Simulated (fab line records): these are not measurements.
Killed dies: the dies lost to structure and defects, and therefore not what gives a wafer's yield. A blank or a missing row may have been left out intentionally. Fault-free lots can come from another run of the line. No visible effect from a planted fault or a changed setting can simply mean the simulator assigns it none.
A struck lot beside a sound one | flow gf180mcu | 16 steps out of a route of 602
Sound: wafers L693.1, L693.5, L693.6. Struck: wafer L708.2 (L708.1, L708.3, from the same lot, were not struck and are left out); the cause is given at the end.
At each step with rows: each side's tool, then ch and its chambers, then its first start. Under that, the readings that differ: sound wafers | struck wafers | difference of the means | sigmas: that difference in standard deviations of wafers without a fault.
alike: same words and numbers on both sides, and readings whose means sit less than 2 such deviations apart. not compared: any withheld reading, any reading some wafer has no value for, any bound like >300 that may hide the same value, and any number with overlapping values for which the record gives no deviation.
Wherever a step has rows on one side only, a row that says differs or no value, or a row with sigmas, the two part there. When numbers do not overlap yet have no deviation, they are printed without sigmas and do not part them. Lack of a reading on every wafer of one side parts them only where that side has two or more wafers.

GF_POLY_GATE_THK_MEAS_01:
  sound: film-metro-01 at day 10 05:11; struck: film-metro-04 at day 14 15:05
  reading                   | sound             | struck | difference | sigmas
  POLY_GATE_CVD_00_THK (nm) | 197.1 197.3 199.2 | 203.3  | +5.4       | +2
then, 8 steps without rows for these wafers: GF_POLY_GATE_DEHYDRATE_02 (time 60 s); GF_POLY_GATE_HMDS_03 (prime time 60 s); GF_POLY_GATE_COAT_04; GF_POLY_GATE_COAT_05 (resist thk 700 nm); GF_POLY_GATE_SOFTBAKE_06 (time 60 s); GF_POLY_GATE_EXPOSE_07 (exposes mask Poly2, target cd 280 nm); GF_POLY_GATE_PEB_08 (peb time 90 s); GF_POLY_GATE_DEVELOP_09 (develop time 60 s).
GF_POLY_GATE_CD_MEAS_10: the cd target is 280 nm.
  sound: cd-sem-02 at day 10 23:20; struck: cd-sem-01 at day 15 12:18
  alike: cd-nm
GF_POLY_GATE_OVL_MEAS_11:
  sound: overlay-01 at day 10 23:28; struck: overlay-01 at day 15 12:25
  alike: POLY_GATE_OVL
GF_POLY_GATE_ETCH_12: etches BARC in N2/H2.
  sound on rie-diel-03 ch 0,1,2, day 10 23:30; struck on rie-diel-03 ch 1, day 15 12:28
  alike: drypump-motor-current-A, oes-product-au, throttle-valve-pct
GF_POLY_GATE_ETCH_13: etches poly-Si in HBr/Cl2, stops on SiO2, target depth 198.5 nm, time 69.6 s.
  sound on rie-si-01 ch 2,3, day 10 23:33; struck on rie-si-01 ch 3, day 15 12:31
  reading                               | sound             | struck | difference | sigmas
  run-length-s (s)                      | 98.3 98.0 98.5    | 72.9   | -25.4      | -59
  model.etch.depth-nm (nm)              | 197.1 197.4 197.7 | 124.1  | -73.3      |
  model.POLY_GATE.feature-depth-nm (nm) | 197.1 197.4 197.7 | 124.1  | -73.3      |
  alike: drypump-motor-current-A, oes-product-au, throttle-valve-pct
  not compared: rf-hours-counter-h
GF_POLY_GATE_STRIP_14: strips in O2/N2.
  sound on plasma-asher-01 ch 0,1, day 10 23:36; struck on plasma-asher-04 ch 1, day 15 12:34
  reading               | sound             | struck | difference | sigmas
  oes-product-au (a.u.) | 0.506 0.509 0.503 | 0.520  | +0.014     | +3
  alike: drypump-motor-current-A, heater-power-w
  not compared: rf-hours-counter-h
then, 1 step without rows for these wafers: GF_POLY_GATE_CLEAN_15 (cleans in SC1/SC2, time 150 s).
GF_PASSIVATION_PROBE_99:
  the record has rows for the sound wafers here (prober-01, day 30 23:33) and none for the struck ones

## WHERE THEY PART
Last at GF_PASSIVATION_PROBE_99 as far as this record goes, first at GF_POLY_GATE_THK_MEAS_01.

WHY: what the simulator had put in
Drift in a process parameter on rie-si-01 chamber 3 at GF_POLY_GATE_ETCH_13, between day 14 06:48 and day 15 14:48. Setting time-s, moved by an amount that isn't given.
